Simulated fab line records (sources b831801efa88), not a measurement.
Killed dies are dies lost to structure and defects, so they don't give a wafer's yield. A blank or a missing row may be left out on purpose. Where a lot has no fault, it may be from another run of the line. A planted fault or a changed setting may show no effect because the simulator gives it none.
Which tool was responsible?    flow gf180mcu    33 wafers sampled from 11 lots at 1 step of a route of 602

WHAT EACH GAUGE READ, for each wafer
GF_M2_THK_MEAS_06: measures by xrf.
lot   measured      on             M2_ALCU_THK (nm)
L485  day 17 18:40  film metro-01  444 448 446
L489  day 20 04:03  film metro-02  441 445 438
L495  day 22 09:01  film metro-03  451 447 440
L496  day 22 14:44  film metro-02  433 433 435
L497  day 22 16:16  film metro-02  453 451 441
L501  day 24 05:49  film metro-02  431 437 443
L502  day 24 10:29  film metro-02  448 446 435
L505  day 25 10:35  film metro-02  459 456 448
L506  day 25 14:54  film metro-03  445 434 433
L507  day 25 22:13  film metro-02  439 439 449
L508  day 26 07:23  film metro-03  467 458 454

WHICH TOOL RAN EACH LOT (tool, then ch and the chambers of the sampled wafers, then the start)
Before these readings, the record contains no process step.

THE ANSWER, worked out from the rows above alone
Rule: the lots themselves supply what counts as usual. Put in order of their means at a reading, lots are off if they are a third of the lots or fewer, leave a main group of 4 or more, and stand apart from it by a gap of 3 or more times the standard deviation of the main group's means; of several such gaps the widest counts. A main group is skipped when, at the precision printed for the reading in the tables above, its means are all equal. A lot without any number at a reading at which 4 lots or more have one is off too. All remaining lots with rows at the step are treated as sound.
No lot is off at any reading shown: from this, nothing can be told.

WHAT THE SIMULATOR PUT IN
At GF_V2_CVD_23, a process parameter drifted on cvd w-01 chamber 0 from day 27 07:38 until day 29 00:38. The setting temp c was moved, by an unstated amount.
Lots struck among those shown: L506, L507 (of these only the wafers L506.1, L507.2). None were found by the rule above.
